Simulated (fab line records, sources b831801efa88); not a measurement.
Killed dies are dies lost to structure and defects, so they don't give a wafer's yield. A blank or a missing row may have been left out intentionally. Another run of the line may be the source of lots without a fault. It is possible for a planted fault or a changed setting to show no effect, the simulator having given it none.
What tool caused it? / flow gf180mcu / 12 lots with 36 wafers sampled at 6 steps, on a route of 602 steps

== WHAT THE GAUGES SHOWED, per wafer ==
GF_PSD_RS_MEAS_14: a four-point-probe measurement.
lot=L656; measured=day 14 04:17; on=film_metro-01; NSD_RS (ohm/sq)=46.19 46.26 46.32
lot=L659; measured=day 15 06:50; on=film_metro-04; NSD_RS (ohm/sq)=46.15 46.13 46.25
lot=L661; measured=day 15 19:31; on=film_metro-02; NSD_RS (ohm/sq)=46.17 46.19 46.08
lot=L663; measured=day 16 17:23; on=film_metro-01; NSD_RS (ohm/sq)=46.04 46.12 46.17
lot=L664; measured=day 17 01:49; on=film_metro-04; NSD_RS (ohm/sq)=46.27 46.18 46.24
lot=L665; measured=day 17 06:31; on=film_metro-02; NSD_RS (ohm/sq)=46.04 45.91 45.93
lot=L667; measured=day 18 02:49; on=film_metro-02; NSD_RS (ohm/sq)=46.06 46.03 45.98
lot=L668; measured=day 18 13:39; on=film_metro-04; NSD_RS (ohm/sq)=46.21 46.20 46.20
lot=L670; measured=day 19 11:34; on=film_metro-04; NSD_RS (ohm/sq)=46.25 46.11 46.20
lot=L671; measured=day 19 18:31; on=film_metro-04; NSD_RS (ohm/sq)=42.45 42.61 42.66
lot=L672; measured=day 20 06:01; on=film_metro-01; NSD_RS (ohm/sq)=42.80 42.70 42.74
lot=L673; measured=day 20 08:40; on=film_metro-02; NSD_RS (ohm/sq)=42.67 42.48 42.61

GF_PSD_RS_MEAS_15: a four-point-probe measurement.
lot=L656; measured=day 14 04:24; on=film_metro-01; PSD_RS (ohm/sq)=108.67 108.65 108.74
lot=L659; measured=day 15 06:58; on=film_metro-04; PSD_RS (ohm/sq)=108.75 108.92 108.83
lot=L661; measured=day 15 19:38; on=film_metro-02; PSD_RS (ohm/sq)=108.28 108.19 108.54
lot=L663; measured=day 16 17:30; on=film_metro-01; PSD_RS (ohm/sq)=108.33 108.28 108.53
lot=L664; measured=day 17 01:56; on=film_metro-04; PSD_RS (ohm/sq)=108.90 108.98 108.77
lot=L665; measured=day 17 06:38; on=film_metro-02; PSD_RS (ohm/sq)=108.06 107.77 108.22
lot=L667; measured=day 18 02:56; on=film_metro-02; PSD_RS (ohm/sq)=108.68 108.54 108.40
lot=L668; measured=day 18 13:46; on=film_metro-04; PSD_RS (ohm/sq)=108.35 108.73 108.59
lot=L670; measured=day 19 11:41; on=film_metro-04; PSD_RS (ohm/sq)=108.99 108.85 108.76
lot=L671; measured=day 19 18:38; on=film_metro-04; PSD_RS (ohm/sq)=98.65 99.07 99.01
lot=L672; measured=day 20 06:08; on=film_metro-01; PSD_RS (ohm/sq)=98.63 98.50 98.45
lot=L673; measured=day 20 08:47; on=film_metro-02; PSD_RS (ohm/sq)=98.38 98.44 98.57

GF_V3_THK_MEAS_03.
lot=L656; measured=day 21 07:25; on=film_metro-04; V3_CVD_02_THK (nm)=817 816 824
lot=L659; measured=day 22 09:43; on=film_metro-02; V3_CVD_02_THK (nm)=829 818 835
lot=L661; measured=day 23 03:08; on=film_metro-02; V3_CVD_02_THK (nm)=824 823 827
lot=L663; measured=day 24 03:25; on=film_metro-02; V3_CVD_02_THK (nm)=822 843 834
lot=L664; measured=day 24 07:48; on=film_metro-02; V3_CVD_02_THK (nm)=809 815 822
lot=L665; measured=day 24 11:22; on=film_metro-03; V3_CVD_02_THK (nm)=824 822 840
lot=L667; measured=day 25 08:51; on=film_metro-02; V3_CVD_02_THK (nm)=818 825 824
lot=L668; measured=day 25 22:10; on=film_metro-03; V3_CVD_02_THK (nm)=829 825 820
lot=L670; measured=day 26 13:09; on=film_metro-03; V3_CVD_02_THK (nm)=832 852 840
lot=L671; measured=day 26 23:17; on=film_metro-02; V3_CVD_02_THK (nm)=837 845 831
lot=L672; measured=day 27 04:20; on=film_metro-04; V3_CVD_02_THK (nm)=831 845 841
lot=L673; measured=day 27 06:54; on=film_metro-02; V3_CVD_02_THK (nm)=838 825 844

GF_V3_RS_MEAS_24: a four-point-probe measurement.
lot=L656; measured=day 22 09:01; on=film_metro-02; V3_W_RS (ohm/sq)=0.324 0.329 0.331
lot=L659; measured=day 23 10:35; on=film_metro-02; V3_W_RS (ohm/sq)=0.324 0.326 0.325
lot=L661; measured=day 24 02:43; on=film_metro-02; V3_W_RS (ohm/sq)=0.324 0.328 0.326
lot=L663; measured=day 25 03:18; on=film_metro-04; V3_W_RS (ohm/sq)=0.325 0.331 0.322
lot=L664; measured=day 25 07:26; on=film_metro-03; V3_W_RS (ohm/sq)=0.333 0.327 0.327
lot=L665; measured=day 25 10:37; on=film_metro-02; V3_W_RS (ohm/sq)=0.323 0.324 0.329
lot=L667; measured=day 26 07:50; on=film_metro-04; V3_W_RS (ohm/sq)=0.320 0.323 0.327
lot=L668; measured=day 26 20:23; on=film_metro-03; V3_W_RS (ohm/sq)=0.324 0.327 0.321
lot=L670; measured=day 27 11:13; on=film_metro-02; V3_W_RS (ohm/sq)=0.330 0.332 0.330
lot=L671; measured=day 27 21:08; on=film_metro-02; V3_W_RS (ohm/sq)=0.322 0.322 0.329
lot=L672; measured=day 28 01:43; on=film_metro-04; V3_W_RS (ohm/sq)=0.329 0.328 0.332
lot=L673; measured=day 28 04:45; on=film_metro-03; V3_W_RS (ohm/sq)=0.329 0.323 0.326

== WHAT TOOL EACH LOT RAN ON (gives the tool, then ch and the chambers of the sampled wafers, and finally the start) ==
lot=L656; GF_PSD_RTA_13=rtp_anneal-02 ch 0, day 14 04:11; GF_V3_STRIP_18=plasma_asher-01 ch 1, day 22 08:16
lot=L659; GF_PSD_RTA_13=rtp_anneal-02 ch 0, day 15 06:45; GF_V3_STRIP_18=plasma_asher-01 ch 0,1, day 23 09:43
lot=L661; GF_PSD_RTA_13=rtp_anneal-01 ch 0, day 15 19:26; GF_V3_STRIP_18=plasma_asher-02 ch 0,1, day 24 01:56
lot=L663; GF_PSD_RTA_13=rtp_anneal-01 ch 0, day 16 17:18; GF_V3_STRIP_18=plasma_asher-03 ch 0,1, day 25 02:32
lot=L664; GF_PSD_RTA_13=rtp_anneal-02 ch 0, day 17 01:44; GF_V3_STRIP_18=plasma_asher-03 ch 0,1, day 25 06:41
lot=L665; GF_PSD_RTA_13=rtp_anneal-02 ch 0, day 17 06:26; GF_V3_STRIP_18=plasma_asher-01 ch 0,1, day 25 09:50
lot=L667; GF_PSD_RTA_13=rtp_anneal-02 ch 0, day 18 02:44; GF_V3_STRIP_18=plasma_asher-03 ch 1, day 26 07:05
lot=L668; GF_PSD_RTA_13=rtp_anneal-01 ch 0, day 18 13:34; GF_V3_STRIP_18=plasma_asher-01 ch 0,1, day 26 19:35
lot=L670; GF_PSD_RTA_13=rtp_anneal-01 ch 0, day 19 11:29; GF_V3_STRIP_18=plasma_asher-01 ch 1, day 27 10:28
lot=L671; GF_PSD_RTA_13=rtp_anneal-01 ch 0, day 19 18:26; GF_V3_STRIP_18=plasma_asher-01 ch 0,1, day 27 20:23
lot=L672; GF_PSD_RTA_13=rtp_anneal-01 ch 0, day 20 05:55; GF_V3_STRIP_18=plasma_asher-03 ch 0,1, day 28 00:55
lot=L673; GF_PSD_RTA_13=rtp_anneal-01 ch 0, day 20 08:35; GF_V3_STRIP_18=plasma_asher-02 ch 0,1, day 28 03:56
- GF_PSD_RTA_13: time 20 s.
- GF_V3_STRIP_18: strips in O2/N2.

== AS READ BY THE TOOLS THEMSELVES (means over the sampled wafers that have a number; for cases with no such wafer, the mark the record gives instead) ==
GF_PSD_RTA_13.
lot=L656; tool=rtp_anneal-02; chamber_o2_ppm=2.013; lamp_power_pct (%)=31.2; wafer_temp_C_max=1033
lot=L659; tool=rtp_anneal-02; chamber_o2_ppm=2.018; lamp_power_pct (%)=31.3; wafer_temp_C_max=1032
lot=L661; tool=rtp_anneal-01; chamber_o2_ppm=2.009; lamp_power_pct (%)=33.3; wafer_temp_C_max=1027
lot=L663; tool=rtp_anneal-01; chamber_o2_ppm=2.003; lamp_power_pct (%)=33.3; wafer_temp_C_max=1027
lot=L664; tool=rtp_anneal-02; chamber_o2_ppm=1.964; lamp_power_pct (%)=31.3; wafer_temp_C_max=1034
lot=L665; tool=rtp_anneal-02; chamber_o2_ppm=1.979; lamp_power_pct (%)=31.2; wafer_temp_C_max=1034
lot=L667; tool=rtp_anneal-02; chamber_o2_ppm=2.021; lamp_power_pct (%)=31.2; wafer_temp_C_max=1034
lot=L668; tool=rtp_anneal-01; chamber_o2_ppm=2.009; lamp_power_pct (%)=33.3; wafer_temp_C_max=1029
lot=L670; tool=rtp_anneal-01; chamber_o2_ppm=1.975; lamp_power_pct (%)=33.3; wafer_temp_C_max=1027
lot=L671; tool=rtp_anneal-01; chamber_o2_ppm=1.988; lamp_power_pct (%)=33.3; wafer_temp_C_max=1028
lot=L672; tool=rtp_anneal-01; chamber_o2_ppm=2.026; lamp_power_pct (%)=33.3; wafer_temp_C_max=1027
lot=L673; tool=rtp_anneal-01; chamber_o2_ppm=1.986; lamp_power_pct (%)=33.3; wafer_temp_C_max=1028

GF_V3_STRIP_18.
lot=L656; tool=plasma_asher-01; drypump_motor_current_A (A)=6.1; heater_power_w (W)=394; oes_product_au (a.u.)=0.595
lot=L659; tool=plasma_asher-01; drypump_motor_current_A (A)=5.8; heater_power_w (W)=349; oes_product_au (a.u.)=0.597
lot=L661; tool=plasma_asher-02; drypump_motor_current_A (A)=5.9; heater_power_w (W)=314; oes_product_au (a.u.)=0.594
lot=L663; tool=plasma_asher-03; drypump_motor_current_A (A)=5.7; heater_power_w (W)=363; oes_product_au (a.u.)=0.596
lot=L664; tool=plasma_asher-03; drypump_motor_current_A (A)=5.7; heater_power_w (W)=359; oes_product_au (a.u.)=0.597
lot=L665; tool=plasma_asher-01; drypump_motor_current_A (A)=5.9; heater_power_w (W)=373; oes_product_au (a.u.)=0.591
lot=L667; tool=plasma_asher-03; drypump_motor_current_A (A)=5.3; heater_power_w (W)=369; oes_product_au (a.u.)=0.597
lot=L668; tool=plasma_asher-01; drypump_motor_current_A (A)=5.8; heater_power_w (W)=352; oes_product_au (a.u.)=0.598
lot=L670; tool=plasma_asher-01; drypump_motor_current_A (A)=6.1; heater_power_w (W)=394; oes_product_au (a.u.)=0.595
lot=L671; tool=plasma_asher-01; drypump_motor_current_A (A)=5.9; heater_power_w (W)=370; oes_product_au (a.u.)=0.596
lot=L672; tool=plasma_asher-03; drypump_motor_current_A (A)=5.5; heater_power_w (W)=365; oes_product_au (a.u.)=0.592
lot=L673; tool=plasma_asher-02; drypump_motor_current_A (A)=5.9; heater_power_w (W)=313; oes_product_au (a.u.)=0.598

== THE ANSWER, worked out from the rows above alone ==
Rule: the lots themselves supply what counts as usual. Put in order of their means at a reading, lots are off if they are a third of the lots or fewer, leave a main group of 4 or more, and stand apart from it by a gap of 3 or more times the standard deviation of the main group's means; of several such gaps the widest counts. A main group is skipped when, at the precision printed for the reading in the tables above, its means are all equal. A lot without any number at a reading at which 4 lots or more have one is off too. All remaining lots with rows at the step are treated as sound. After the gauges, taken in route order, come the tools' own readings; for these a lot's mean is taken, as printed above. The first step at which some lot is off is used, and at that step the reading that is off furthest; a lot without a number counts as furthest.
Off: L671, L672, L673, at GF_PSD_RS_MEAS_14 (NSD_RS). The main group: mean 46.14 ohm/sq, standard deviation 0.092.
A tool fits if, at a process step before that reading, it ran every lot that is off, and no sound lot after the first of them. The gauges at GF_PSD_RS_MEAS_14 are tried like those tools. One candidate fits, namely rtp_anneal-01 at GF_PSD_RTA_13. Its last sound lot is L670 (day 19 11:29), its first lot that is off L671 (day 19 18:26): a fault that began between those two fits.

== WHAT THE SIMULATOR HAD INSERTED ==
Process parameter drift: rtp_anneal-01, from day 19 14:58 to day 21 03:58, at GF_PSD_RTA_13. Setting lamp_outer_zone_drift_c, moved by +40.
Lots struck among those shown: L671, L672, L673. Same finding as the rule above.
